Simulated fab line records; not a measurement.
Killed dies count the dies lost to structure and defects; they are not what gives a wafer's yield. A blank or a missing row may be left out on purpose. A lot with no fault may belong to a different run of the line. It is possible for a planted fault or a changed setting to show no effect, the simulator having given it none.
Comparing a struck lot with a sound one / flow sky130 / 27 out of 708 route steps
Sound: the wafers L553.1, L553.2, L553.5. The struck wafers were L562.3, L562.5, L562.6. Last of all comes the cause.
For every step that has rows: the tool of each side, followed by ch and its chambers, followed by its first start. Under that, the readings that differ: sound wafers / struck wafers / difference of the means / sigmas: that difference in standard deviations of wafers without a fault.
alike: readings whose means differ by less than 2 such deviations, and words and numbers that are the same on both sides. not compared: withheld readings, readings that some wafer has no value for, bounds like >300 that may hide the same value, and numbers for which the record gives no deviation and whose values overlap.
The two part at a step that has a row with sigmas, a row that says differs or no value, or rows on one side only. Numbers that have no deviation but don't overlap get no sigmas and don't part them. Lack of a reading on every wafer of one side parts them only where that side has two or more wafers.

first, 3 steps without rows for these wafers: SKY_LDD_N_EXPOSE_04 (exposes mask NTM, target cd 840 nm); SKY_LDD_N_PEB_05; SKY_LDD_N_DEVELOP_06 (develop time 60 s).
SKY_LDD_N_OVL_MEAS_07:
  sound: overlay-02 at day 19 22:46; struck: overlay-02 at day 22 18:21
  alike: LDD_N_OVL
then, 8 steps without rows for these wafers: SKY_LDD_N_IMPLANT_08; SKY_LDD_N_IMPLANT_09; SKY_LDD_N_IMPLANT_10; SKY_LDD_N_IMPLANT_11; SKY_LDD_N_IMPLANT_12; SKY_LDD_N_IMPLANT_13; SKY_LDD_N_IMPLANT_14; SKY_LDD_N_IMPLANT_15.
SKY_LDD_N_STRIP_16: strips in O2/N2.
  sound on plasma-asher-03 ch 0,1, day 20 00:00; struck on plasma-asher-02 ch 0,1, day 22 19:37
reading=chamber-pressure-mTorr (mTorr); sound=1500.7 1500.8 1502.3; struck=1499.1 1478.8 1493.2; difference=-10.9; sigmas=-8
reading=oes-product-au (a.u.); sound=0.404 0.399 0.410; struck=0.581 0.626 0.603; difference=+0.199; sigmas=+41
reading=strip-time-to-endpoint-s (s); sound=4.322 4.314 4.327; struck=- - -; difference=no value on the struck wafers; sigmas=
reading=model.NOVOLAK_of_LDD_N_COAT_02.thk-nm (nm); sound=0 0 0; struck=241.4 240.9 241.1; difference=+241.1; sigmas=
  alike: drypump-motor-current-A
  not compared: rf-hours-counter-h
SKY_LDD_N_TW_MEAS_17:
  sound: film-metro-04 at day 20 00:06; struck: film-metro-01 at day 22 19:41
  alike: LDD_N_TW
then, 7 steps without rows for these wafers: SKY_LDD_P_DEHYDRATE_00 (time 60 s); SKY_LDD_P_HMDS_01 (prime time 60 s); SKY_LDD_P_COAT_02 (resist thk 1140 nm); SKY_LDD_P_SOFTBAKE_03 (time 60 s); SKY_LDD_P_EXPOSE_04 (exposes mask PSDM, target cd 380 nm); SKY_LDD_P_PEB_05; SKY_LDD_P_DEVELOP_06 (develop time 60 s).
SKY_LDD_P_CD_MEAS_07: target cd 380 nm.
  sound: cd-sem-02 at day 21 06:34; struck: cd-sem-01 at day 24 01:22
  alike: cd-nm
SKY_LDD_P_OVL_MEAS_08:
  sound: overlay-01 at day 21 06:41; struck: overlay-01 at day 24 01:27
reading=LDD_P_OVL (nm); sound=2.8 1.8 2.0; struck=-1.8 -1.2 -1.6; difference=-3.7; sigmas=-3
next, for these wafers, 1 step has no rows: SKY_LDD_P_IMPLANT_09.
SKY_LDD_P_STRIP_10: strips in O2/N2.
  sound on plasma-asher-02 ch 0,1, day 21 06:52; struck on plasma-asher-03 ch 0,1, day 24 01:40
reading=strip-time-to-endpoint-s (s); sound=14.12 14.16 14.18; struck=17.85 17.83 17.79; difference=+3.67; sigmas=+99 or more
  alike: chamber-pressure-mTorr, drypump-motor-current-A, oes-product-au
  not compared: rf-hours-counter-h
SKY_LDD_P_TW_MEAS_11:
  sound: film-metro-02 at day 21 06:58; struck: film-metro-01 at day 24 01:45
reading=LDD_P_TW; sound=640 643 641; struck=30 30 30; difference=-611; sigmas=-99 or more
then, 1 step without rows for these wafers: SKY_LDD_HVN_DEHYDRATE_00 (time 60 s).

WHERE THEY PART
Last at SKY_LDD_P_TW_MEAS_11 as far as this record goes, first at SKY_LDD_N_STRIP_16.

WHY: whatever the simulator had introduced
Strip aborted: plasma-asher-02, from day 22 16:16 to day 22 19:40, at SKY_LDD_N_STRIP_16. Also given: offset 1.
